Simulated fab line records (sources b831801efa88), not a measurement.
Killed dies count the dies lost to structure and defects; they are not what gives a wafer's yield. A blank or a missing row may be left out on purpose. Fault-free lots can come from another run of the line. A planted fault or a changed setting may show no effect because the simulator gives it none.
fab line records | flow sky130
[record] lots = 5 wafers = 15 last_day = 50
route steps=708 shown VIA1@460 PAD_OPEN@708
lots that met no fault: taken from a fault-free run of the same line
start_h: hours from the record's opening day to when the first of the lot's shown wafers began | wait_h: hours elapsed since this lot's preceding step | " as in the row above | L1.1+2: a row that stands for several wafers | - no value, or no start was given | * or withheld: withheld | < > ~ a bound
route shown NAME@n: NAME is a module with steps in the file, n the number in the route of the first one | usual: average and standard deviation across the fault-free wafers | same: alike in all rows | chamber/n: place in a boat | sites: readings site by site | _std_site: the standard deviation of these | _edge_site: mean of outer sites minus mean of inner sites | radius_mm: for every site, how far away it sits from the centre of the wafer | mask NAME#n: copy n | behind: the last tool/chamber to shape the wafer | hold: the reason the lot was held/the length of the hold in hours/how it ended | device: the n, p or np transistor that did not switch | end of line: the route-end tests of the same wafers | step lacking rows: just its recipe | killed: at the first sort, the dies lost to defects and structure; wafer yield is something else | map: dies across one wafer; x = killed, . = not, _ = none there
set.NAME: the run value of the setting; set.NAME@STEP: its run value at that earlier step | model.NAME: the simulator's own value behind a step, which no gauge read
lots seen at some steps along the route; tables by step, rows by wafer
services: when a tool's chamber went out of use (start_h, in hours from the record's first day, below 0 if earlier), for how many hours, and the reason
[[steps]]
[step SKY_VIA1_CMP_02]
[recipe] material = SiO2 down_force_psi = 4 platen_rpm = 60 pad_velocity_m_s = 0.94248
[usual] head_pressure_psi = 3.999/0.0087 motor_current_A = 11.4/0.97
// columns lot.wafer tool chamber start_h wait_h head_pressure_psi motor_current_A
L951.2 cmp-01 3 822.08 0.1 3.979 12.3
L951.3 " 0 " " 3.995 12.2
L951.6 " 1 " " 3.994 10.9
L952.2 cmp-01 2 829.76 0.0 3.988 12.4
L952.4 " 3 " " 3.983 12.7
L952.1 " 0 " " 4.011 11.6
L961.1 cmp-01 3 891.84 0.1 3.995 12.3
L961.6 " 1 " " 3.995 11.0
L961.5 " 2 " " 4.000 12.7
L967.4 cmp-02 1 930.68 0.0 3.996 11.0
L967.2 " 0 " " 3.985 10.4
L967.5 " 1 " " 3.996 11.5
L968.3 cmp-02 0 935.07 0.3 3.992 11.0
L968.6 " 1 " " 4.001 11.0
L968.5 " 2 " " 4.013 8.9
[step SKY_VIA1_BOW_MEAS_03]
[recipe] mode = bow
[usual] VIA1_BOW = 80/7
// columns lot.wafer tool chamber start_h wait_h VIA1_BOW[um]
L951.2 film_metro-01 - 822.30 0.2 79
L951.3 " - " " 90
L951.6 " - " " 93
L952.1 film_metro-01 - 830.06 0.1 78
L952.2 " - " " 79
L952.4 " - " " 88
L961.1 film_metro-02 - 892.04 0.1 63
L961.5 " - " " 80
L961.6 " - " " 80
L967.2 film_metro-04 - 931.00 0.1 79
L967.4 " - " " 84
L967.5 " - " " 72
L968.3 film_metro-01 - 935.26 0.1 86
L968.5 " - " " 83
L968.6 " - " " 84
[step SKY_VIA1_DEHYDRATE_04]
[recipe] temp_c = 200 time_s = 60
[step SKY_VIA1_HMDS_05]
[recipe] prime_time_s = 60 prime_temp_c = 120
[step SKY_VIA1_COAT_06]
[recipe] resist = BARC temp_c = withheld time_s = withheld spin_rpm = 3000 resist_thk_nm = 60
[step SKY_VIA1_COAT_07]
[recipe] resist = KrF-thick spin_rpm = 3000 resist_thk_nm = 450
[step SKY_VIA1_SOFTBAKE_08]
[recipe] temp_c = 100 time_s = 90 resist = KrF-thick
[step SKY_VIA1_EXPOSE_09]
[recipe] mask_id = VIM na = 0.8 source_shape = annular sigma_inner = 0.55 sigma_outer = 0.85 target_cd_nm = 150 dose_mj = 38
[step SKY_VIA1_PEB_10]
[recipe] peb_temp_c = withheld peb_time_s = withheld resist = KrF-thick
[step SKY_VIA1_DEVELOP_11]
[recipe] develop_time_s = 60 resist = KrF-thick dev_temp_c = 21
[step SKY_VIA1_CD_MEAS_12]
[recipe] target_cd_nm = 150
[usual] cd_nm = 150.7/1.8
// columns lot.wafer tool chamber start_h wait_h cd_nm
L951.2 cd_sem-01 - 848.61 - 152.7
L951.3 " - " " 151.9
L951.6 " - " " 151.0
L952.1 cd_sem-01 - 856.15 - 151.7
L952.2 " - " " 152.0
L952.4 " - " " 151.4
L961.1 cd_sem-02 - 917.08 - 151.6
L961.5 " - " " 153.8
L961.6 " - " " 152.4
L967.2 cd_sem-02 - 955.42 - 150.9
L967.4 " - " " 153.2
L967.5 " - " " 151.5
L968.3 cd_sem-01 - 959.18 - 149.1
L968.5 " - " " 149.4
L968.6 " - " " 148.8
[step SKY_VIA1_OVL_MEAS_13]
[usual] VIA1_OVL = -2/5.6
// columns lot.wafer tool chamber start_h wait_h VIA1_OVL[nm]
L951.2 overlay-02 - 848.71 0.1 -3
L951.3 " - " " -5
L951.6 " - " " 6
L952.1 overlay-02 - 856.27 0.1 1
L952.2 " - " " 6
L952.4 " - " " 6
L961.1 overlay-01 - 917.20 0.1 -7
L961.5 " - " " 4
L961.6 " - " " 7
L967.2 overlay-01 - 955.52 0.1 -1
L967.4 " - " " 5
L967.5 " - " " -1
L968.3 overlay-02 - 959.27 0.1 -1
L968.5 " - " " -3
L968.6 " - " " -5
[step SKY_VIA1_ETCH_14]
[recipe] chemistry = N2/H2 target = BARC ion_energy_ev = 200 source_w = 500 bias_w = 100 pressure_mtorr = 30 n2_flow_sccm = 100 h2_flow_sccm = 200 stop_on = SiO2 time_s = 45.9 target_depth_a = 600
[usual] drypump_motor_current_A = 5.88/0.3 oes_product_au = 0.854/0.005 rf_fwd_power_W = 495.8/1.7 throttle_valve_pct = 13.225/0.0085
// columns lot.wafer tool chamber start_h wait_h drypump_motor_current_A oes_product_au rf_fwd_power_W rf_hours_counter_h throttle_valve_pct model.KrF-thick_of_VIA1_COAT_07.thk_nm
L951.2 rie_diel-01 0 848.74 0.0 5.60 0.857 498.6 11 13.216 392
L951.3 " 3 " " 5.95 0.852 497.0 18 13.212 391.6
L951.6 " 1 " " 6.23 0.851 496.0 - 13.229 391.8
L952.1 rie_diel-04 0 856.30 0.0 6.17 0.858 495.5 1 13.221 389
L952.2 " 3 " " 5.64 0.855 497.2 8 13.237 389.1
L952.4 " 2 " " 5.35 0.858 494.7 18 13.236 391.1
L961.1 rie_diel-01 2 917.24 0.0 5.94 0.854 492.8 9 13.219 389.2
L961.5 " 1 " " 6.22 0.846 577.4 - 13.209 383.4
L961.6 " 2 " " 5.92 0.852 493.1 - 13.239 389.2
L967.2 rie_diel-04 3 955.55 0.0 5.64 0.845 496.0 10 13.217 390
L967.4 " 2 " " 5.37 0.851 494.8 21 13.231 389.1
L967.5 " 1 " " 6.17 0.854 500.5 - 13.225 391.3
L968.3 rie_diel-04 2 959.29 0.0 5.34 0.849 494.0 21 13.225 389.1
L968.5 " 2 " " 5.37 0.844 493.3 - 13.224 389.5
L968.6 " 1 " " 6.16 0.848 495.7 - 13.232 391.3
[step SKY_VIA1_ETCH_15]
[recipe] target = SiO2 chemistry = C4F8/O2/Ar target_depth_nm = 351 stop_on = TiN mask_material = KrF-thick source_w = 1500 bias_w = 1200 pressure_mtorr = 40 c4f8_flow_sccm = withheld O2_flow_sccm = 6 Ar_flow_sccm = 300 time_s = 54
[usual] oes_product_au = 0.982/0.0054 rf_fwd_power_W = 1489/5.8
// columns lot.wafer tool chamber start_h wait_h oes_product_au rf_fwd_power_W rf_hours_counter_h model.KrF-thick_of_VIA1_COAT_07.thk_nm
L951.2 rie_diel-01 0 848.79 0.0 0.977 1490 11 320.5
L951.3 " 3 " " 0.982 1492 18 319.8
L951.6 " 1 " " 0.983 1488 - 321
L952.1 rie_diel-04 0 856.34 0.0 0.984 1486 1 317.3
L952.2 " 3 " " 0.978 1493 8 317.9
L952.4 " 2 " " 0.986 1484 18 318.9
L961.1 rie_diel-01 2 917.28 0.0 0.987 1477 9 316.7
L961.5 " 1 " " 0.976 1478 - 312
L961.6 " 2 " " 0.980 1481 - 317.1
L967.2 rie_diel-04 3 955.60 0.0 0.990 1496 10 318.3
L967.4 " 2 " " 0.994 1479 21 317.4
L967.5 " 1 " " 0.985 1495 - 321.3
L968.3 rie_diel-04 2 959.34 0.0 0.979 1495 21 318.1
L968.5 " 2 " " 0.979 1487 - 318.1
L968.6 " 1 " " 0.976 1485 - 321.4
[step SKY_VIA1_STRIP_16]
[recipe] chemistry = O2/N2 power_w = 1400 pressure_mtorr = 1500 platen_temp_c = withheld o2_flow_sccm = 3000 n2_flow_sccm = 300 overash_fraction = 0.5
[usual] drypump_motor_current_A = 5.6/0.33 oes_product_au = 0.415/0.0047 strip_time_to_endpoint_s = 4.443/0.027
// columns lot.wafer tool chamber start_h wait_h drypump_motor_current_A oes_product_au rf_hours_counter_h strip_time_to_endpoint_s
L951.2 plasma_asher-01 1 848.83 0.0 5.5 0.420 72 4.434
L951.3 " 1 " " 5.5 0.415 - 4.412
L951.6 " 1 " " 5.5 0.414 - 4.444
L952.1 plasma_asher-01 0 856.39 0.0 5.8 0.404 73 4.413
L952.2 " 1 " " 5.5 0.412 73 4.419
L952.4 " 0 " " 5.8 0.419 - 4.426
L961.1 plasma_asher-02 1 917.33 0.0 5.4 0.402 110 4.384
L961.5 " 0 " " 5.7 0.409 - 4.325
L961.6 " 1 " " 5.4 0.415 - 4.396
L967.2 plasma_asher-01 1 955.64 0.0 5.5 0.418 82 4.421
L967.4 " 0 " " 5.8 0.399 - 4.418
L967.5 " 1 " " 5.5 0.410 - 4.439
L968.3 plasma_asher-02 1 959.42 0.1 5.5 0.415 - 4.419
L968.5 " 0 " " 5.7 0.413 - 4.401
L968.6 " 1 " " 5.5 0.419 - 4.445
[step SKY_VIA1_STRIP_17]
[recipe] chemistry = post_etch_residue_remover time_s = 1200 temp_c = 72.5
[step SKY_PAD_OPEN_PROBE_99]
[usual] defect_limited_yield = 82.2/1.9 killed_at_M0_to_M3 = 44/6.9 killed_at_M4_up = 3.3/1.8 killed_at_contacts = 24/5 killed_at_front_end = 16/4.6 killed_at_other = 0.2/0.42 killed_dies = 88/9.2 killed_on_rim = 17/3.5 killed_open = 48/7.3 killed_short = 40/6.5 sort_bin_3_pad_short = 0.9/0.43 sort_bin_5_function = 10.6/1.5 sort_bin_6_memory = 6.4/1.1 sort_n_pass = 404/9.2 sort_yield_pct = 82.2/1.9
[same] gross_dies = 492 killed_at_back_side = 0 sort_bin_4_leakage[%] = 0 sort_bin_8_speed[%] = 0
// columns lot.wafer tool chamber start_h wait_h defect_limited_yield[%] killed_at_M0_to_M3 killed_at_M4_up killed_at_contacts killed_at_front_end killed_at_other killed_dies killed_on_rim killed_open killed_short sort_bin_3_pad_short[%] sort_bin_5_function[%] sort_bin_6_memory[%] sort_n_pass sort_yield_pct[%]
L951.2 prober-01 - 1120.66 0.1 85.8 35 3 25 7 0 70 18 37 33 0.6 8.1 5.5 422 85.8
L951.3 prober-01 - 1120.71 0.2 84.1 45 2 16 14 1 78 15 37 41 2.0 9.6 4.3 414 84.1
L951.6 prober-01 - 1120.86 0.2 84.6 39 2 17 18 0 76 19 46 30 1.0 7.9 6.5 416 84.6
L952.1 prober-02 - 1125.65 0.1 85.8 30 1 20 18 1 70 18 32 38 0.8 8.9 4.5 422 85.8
L952.2 prober-02 - 1125.70 0.1 85.0 36 4 19 15 0 74 11 41 33 1.0 10.0 4.1 418 85.0
L952.4 prober-02 - 1125.80 0.2 85.8 35 4 20 11 0 70 13 40 29 0.6 9.6 4.1 422 85.8
L961.1 prober-01 - 1170.17 0.1 80.5 51 3 26 16 0 96 19 51 44 0.6 10.2 8.7 396 80.5
L961.5 prober-01 - 1170.37 0.2 81.9 51 4 25 8 1 89 14 44 44 0.6 9.1 8.3 403 81.9
L961.6 prober-01 - 1170.42 0.2 79.7 53 4 27 16 0 100 22 56 44 1.0 12.0 7.3 392 79.7
L967.2 prober-01 - 1195.88 0.1 81.3 49 4 23 16 0 92 19 46 46 0.6 11.0 7.1 400 81.3
L967.4 prober-01 - 1195.98 0.2 82.1 41 3 26 17 1 88 16 55 32 0.6 10.4 6.9 404 82.1
L967.5 prober-01 - 1196.03 0.2 82.3 52 1 22 12 0 87 21 41 46 1.2 9.8 6.7 405 82.3
L968.3 prober-02 - 1198.24 0.2 83.9 44 0 25 10 0 79 13 50 29 1.0 10.0 5.1 413 83.9
L968.5 prober-02 - 1198.34 0.2 83.7 37 2 29 12 0 80 16 45 35 0.6 9.6 6.1 412 83.7
L968.6 prober-02 - 1198.39 0.2 80.7 56 4 24 10 1 95 18 49 46 1.2 12.2 5.9 397 80.7
// killed by level:class
L951.2 VIA2:geometric_particle:open=11 CONTACT:geometric_particle:open=8 VIA1:geometric_particle:open=6 CONTACT:geometric_particle:short=5 FIELD_ISO:geometric_particle:short=4 LI_CONTACT:geometric_particle:open=4 LI_CONTACT:geometric_particle:short=4 LOCAL_INTERCONNECT:geometric_particle:short=4
L951.3 VIA1:geometric_particle:open=8 METAL2:geometric_particle:short=7 CONTACT:geometric_particle:open=6 VIA2:geometric_particle:open=6 CONTACT:geometric_particle:short=5 VIA3:geometric_particle:open=5 VIA2:geometric_particle:short=4 METAL1:geometric_particle:short=4
L951.6 VIA3:geometric_particle:open=9 VIA1:geometric_particle:open=8 LI_CONTACT:geometric_particle:open=5 METAL2:geometric_particle:short=5 FIELD_ISO:geometric_particle:short=4 FIELD_ISO:geometric_particle:open=4 POLY_GATE:geometric_particle:open=4 CONTACT:geometric_particle:open=4
L952.1 POLY_GATE:geometric_particle:short=10 LI_CONTACT:geometric_particle:open=10 VIA3:geometric_particle:open=7 VIA1:geometric_particle:short=6 CONTACT:geometric_particle:open=5 METAL3:geometric_particle:short=5 CONTACT:geometric_particle:short=3 VIA2:geometric_particle:open=3
L952.2 CONTACT:geometric_particle:open=11 VIA1:geometric_particle:open=10 VIA1:geometric_particle:short=7 METAL2:geometric_particle:short=5 FIELD_ISO:geometric_particle:open=4 VIA2:geometric_particle:short=4 VIA3:geometric_particle:open=4 LI_CONTACT:geometric_particle:open=3
L952.4 LI_CONTACT:geometric_particle:open=10 VIA3:geometric_particle:open=10 VIA1:geometric_particle:open=7 CONTACT:geometric_particle:open=4 POLY_CUT:geometric_particle:short=3 LI_CONTACT:geometric_particle:short=3 VIA2:geometric_particle:open=3 METAL2:geometric_particle:short=3
L961.1 VIA2:geometric_particle:open=14 LOCAL_INTERCONNECT:geometric_particle:short=10 CONTACT:geometric_particle:open=8 VIA1:geometric_particle:open=7 POLY_GATE:geometric_particle:open=5 VIA3:geometric_particle:open=5 VIA1:geometric_particle:short=5 METAL2:geometric_particle:short=4
L961.5 CONTACT:geometric_particle:open=13 METAL2:geometric_particle:short=10 VIA1:geometric_particle:open=8 VIA3:geometric_particle:open=8 LI_CONTACT:geometric_particle:open=5 VIA2:geometric_particle:open=5 VIA3:geometric_particle:short=5 CONTACT:geometric_particle:short=4
L961.6 CONTACT:geometric_particle:open=17 METAL2:geometric_particle:short=10 METAL1:geometric_particle:short=8 VIA1:geometric_particle:open=8 VIA3:geometric_particle:open=7 VIA2:geometric_particle:open=6 POLY_GATE:geometric_particle:open=5 LOCAL_INTERCONNECT:geometric_particle:short=5
L967.2 VIA1:geometric_particle:open=8 CONTACT:geometric_particle:open=8 METAL1:geometric_particle:short=8 METAL2:geometric_particle:short=8 POLY_GATE:geometric_particle:open=6 VIA2:geometric_particle:open=6 POLY_GATE:geometric_particle:short=5 VIA3:geometric_particle:open=5
L967.4 LI_CONTACT:geometric_particle:open=12 VIA1:geometric_particle:open=9 VIA2:geometric_particle:open=9 CONTACT:geometric_particle:open=8 LI_CONTACT:geometric_particle:short=4 VIA1:geometric_particle:short=4 METAL2:geometric_particle:short=4 VIA3:geometric_particle:open=4
L967.5 METAL2:geometric_particle:short=11 VIA1:geometric_particle:open=7 METAL3:geometric_particle:short=7 VIA3:geometric_particle:open=6 LI_CONTACT:geometric_particle:open=6 CONTACT:geometric_particle:open=6 VIA2:geometric_particle:open=5 CONTACT:geometric_particle:short=5
L968.3 CONTACT:geometric_particle:open=14 VIA1:geometric_particle:open=13 METAL2:geometric_particle:short=8 VIA3:geometric_particle:open=6 METAL1:geometric_particle:short=5 VIA2:geometric_particle:open=5 CONTACT:geometric_particle:short=4 LOCAL_INTERCONNECT:geometric_particle:short=3
L968.5 CONTACT:geometric_particle:open=14 VIA1:geometric_particle:open=9 LOCAL_INTERCONNECT:geometric_particle:short=7 FIELD_ISO:geometric_particle:short=5 VIA2:geometric_particle:open=5 VIA1:geometric_particle:short=5 CONTACT:geometric_particle:short=4 METAL2:geometric_particle:open=4
L968.6 VIA1:geometric_particle:open=11 CONTACT:geometric_particle:open=10 METAL2:geometric_particle:short=10 METAL1:geometric_particle:short=8 VIA3:geometric_particle:short=7 VIA3:geometric_particle:open=7 POLY_GATE:geometric_particle:open=5 LI_CONTACT:geometric_particle:open=4
[[services]]
// columns tool chamber start_h hours kind
plasma_asher-02 - 804.33 2.8 pm
rie_diel-04 - 807.14 4.0 pm
rie_diel-01 2 822.98 55.5 repair
cmp-01 - 880.53 0.4 repair
cmp-02 - 883.50 0.4 repair
rie_diel-01 - 887.10 0.4 repair
plasma_asher-02 - 889.13 4.6 repair
cmp-01 - 912.16 4.0 pm
cmp-01 - 916.16 - consumable_replace:conditioner
cmp-01 - 916.16 - consumable_replace:pad
plasma_asher-01 - 926.37 9.3 repair
[[key]]
[first_sign] step = SKY_VIA1_ETCH_14 reading = rf_fwd_power_W direction = up sigmas = 49 usual = 495.8 struck = 577.4
[effect] step = SKY_VIA1_STRIP_16 reading = strip_time_to_endpoint_s direction = down sigmas = 4.4 usual = * struck = *
[model_effect] step = SKY_VIA1_ETCH_14 value = KrF-thick_of_VIA1_COAT_07.thk_nm without = 389.6 struck = 383.4
[model_effect] step = SKY_VIA1_ETCH_15 value = KrF-thick_of_VIA1_COAT_07.thk_nm without = 318.2 struck = 312
met_at SKY_VIA1_ETCH_14
struck_wafers L961.5
onset_between 848.74 917.24
[fault] kind = process_parameter_drift tool = rie_diel-01 chamber = 1 onset_h = 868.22 steps = SKY_VIA1_ETCH_14 channel = source_w offset = 80 shape = step end_h = 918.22 acts_in = these_recipes_only stated = 500
